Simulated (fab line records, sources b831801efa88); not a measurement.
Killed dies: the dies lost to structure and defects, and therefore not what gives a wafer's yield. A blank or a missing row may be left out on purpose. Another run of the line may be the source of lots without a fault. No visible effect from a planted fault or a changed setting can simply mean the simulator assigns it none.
Which tool is to blame? / flow gf180mcu / 36 wafers from 12 lots sampled at 2 of the route's 602 steps

== WHAT THE GAUGES SHOWED, per wafer ==
GF_STI_THK_MEAS_24. Usual: for STI_CVD_23_THK the level is 647 nm and the standard deviation is 6.7.
lot=L558; measured=day 2 05:39; on=film_metro-04; STI_CVD_23_THK (nm)=640 641 644; flag=
lot=L560; measured=day 2 13:38; on=film_metro-01; STI_CVD_23_THK (nm)=650 649 648; flag=
lot=L561; measured=day 2 18:48; on=film_metro-01; STI_CVD_23_THK (nm)=649 643 646; flag=
lot=L562; measured=day 3 01:07; on=film_metro-04; STI_CVD_23_THK (nm)=642 648 653; flag=
lot=L564; measured=day 3 09:53; on=film_metro-01; STI_CVD_23_THK (nm)=650 653 649; flag=
lot=L565; measured=day 3 16:13; on=film_metro-01; STI_CVD_23_THK (nm)=644 640 648; flag=
lot=L568; measured=day 4 07:29; on=film_metro-01; STI_CVD_23_THK (nm)=643 633 642; flag=
lot=L569; measured=day 4 12:28; on=film_metro-01; STI_CVD_23_THK (nm)=381 376 644 381 376 644; flag=OFF
lot=L570; measured=day 4 17:07; on=film_metro-02; STI_CVD_23_THK (nm)=654 652 657; flag=
lot=L571; measured=day 4 22:18; on=film_metro-01; STI_CVD_23_THK (nm)=654 648 390 654 649 390; flag=OFF
lot=L579; measured=day 6 15:14; on=film_metro-02; STI_CVD_23_THK (nm)=657 650 666; flag=
lot=L580; measured=day 6 19:44; on=film_metro-04; STI_CVD_23_THK (nm)=646 655 649; flag=

== WHICH TOOL RAN EACH LOT (tool, then ch and the chambers of the sampled wafers, then the start) ==
lot=L558; GF_STI_CVD_23=hdpcvd-01 ch 0,1,2, day 2 05:35
lot=L560; GF_STI_CVD_23=hdpcvd-02 ch 1,2, day 2 13:34
lot=L561; GF_STI_CVD_23=hdpcvd-02 ch 0,2, day 2 18:43
lot=L562; GF_STI_CVD_23=hdpcvd-01 ch 0,1,2, day 3 01:02
lot=L564; GF_STI_CVD_23=hdpcvd-01 ch 0,1, day 3 09:49
lot=L565; GF_STI_CVD_23=hdpcvd-02 ch 0,1,2, day 3 16:08
lot=L568; GF_STI_CVD_23=hdpcvd-02 ch 0,1, day 4 07:22
lot=L569; GF_STI_CVD_23=hdpcvd-02 ch 0,1, day 4 12:20
lot=L570; GF_STI_CVD_23=hdpcvd-01 ch 0,1,2, day 4 17:02
lot=L571; GF_STI_CVD_23=hdpcvd-02 ch 0,1, day 4 22:12
lot=L579; GF_STI_CVD_23=hdpcvd-01 ch 0,1,2, day 6 15:10
lot=L580; GF_STI_CVD_23=hdpcvd-01 ch 1,2, day 6 19:40
- GF_STI_CVD_23: deposits SiO2, target thk 650 nm, time 108.3 s.

== WHAT THE TOOLS THEMSELVES READ (means of the sampled wafers that have a number; where no wafer has one, the mark that the record gives instead) ==
GF_STI_CVD_23. Usual: pressure_mtorr reads 6.002 mTorr (standard deviation 0.011).
lot=L558; tool=hdpcvd-01; pressure_mtorr (mTorr)=6.001; flag=
lot=L560; tool=hdpcvd-02; pressure_mtorr (mTorr)=6.003; flag=
lot=L561; tool=hdpcvd-02; pressure_mtorr (mTorr)=6.004; flag=
lot=L562; tool=hdpcvd-01; pressure_mtorr (mTorr)=6.001; flag=
lot=L564; tool=hdpcvd-01; pressure_mtorr (mTorr)=5.998; flag=
lot=L565; tool=hdpcvd-02; pressure_mtorr (mTorr)=5.995; flag=
lot=L568; tool=hdpcvd-02; pressure_mtorr (mTorr)=6.012; flag=
lot=L569; tool=hdpcvd-02; pressure_mtorr (mTorr)=5.998; flag=
lot=L570; tool=hdpcvd-01; pressure_mtorr (mTorr)=6.001; flag=
lot=L571; tool=hdpcvd-02; pressure_mtorr (mTorr)=6.003; flag=
lot=L579; tool=hdpcvd-01; pressure_mtorr (mTorr)=6.003; flag=
lot=L580; tool=hdpcvd-01; pressure_mtorr (mTorr)=6.009; flag=

== THE ANSWER, worked out from the rows above alone ==
Rule: a lot counts as off when the mean over its wafers that have a number is more than 3 standard deviations away from the usual mean. Also off: a lot with no number at a reading for which 4 or more lots have one. Where the step has rows for the other lots, those lots are counted as sound. Order of review: gauges by route order, followed by the tools' own readings, for which a lot's mean as printed above is used. The first step at which some lot is off is used, and at that step the reading that is off furthest; a lot without a number counts as furthest.
Off: at GF_STI_THK_MEAS_24 (STI_CVD_23_THK), L569, L571.
A tool fits if, at a process step before that reading, it ran every lot that is off, and no sound lot after the first of them. Those tools and the gauges at GF_STI_THK_MEAS_24 are tried in the same way. This does not decide it: 2 tools fit, namely hdpcvd-02 at GF_STI_CVD_23 and film_metro-01 at GF_STI_THK_MEAS_24.

== WHAT THE SIMULATOR HAD PUT IN ==
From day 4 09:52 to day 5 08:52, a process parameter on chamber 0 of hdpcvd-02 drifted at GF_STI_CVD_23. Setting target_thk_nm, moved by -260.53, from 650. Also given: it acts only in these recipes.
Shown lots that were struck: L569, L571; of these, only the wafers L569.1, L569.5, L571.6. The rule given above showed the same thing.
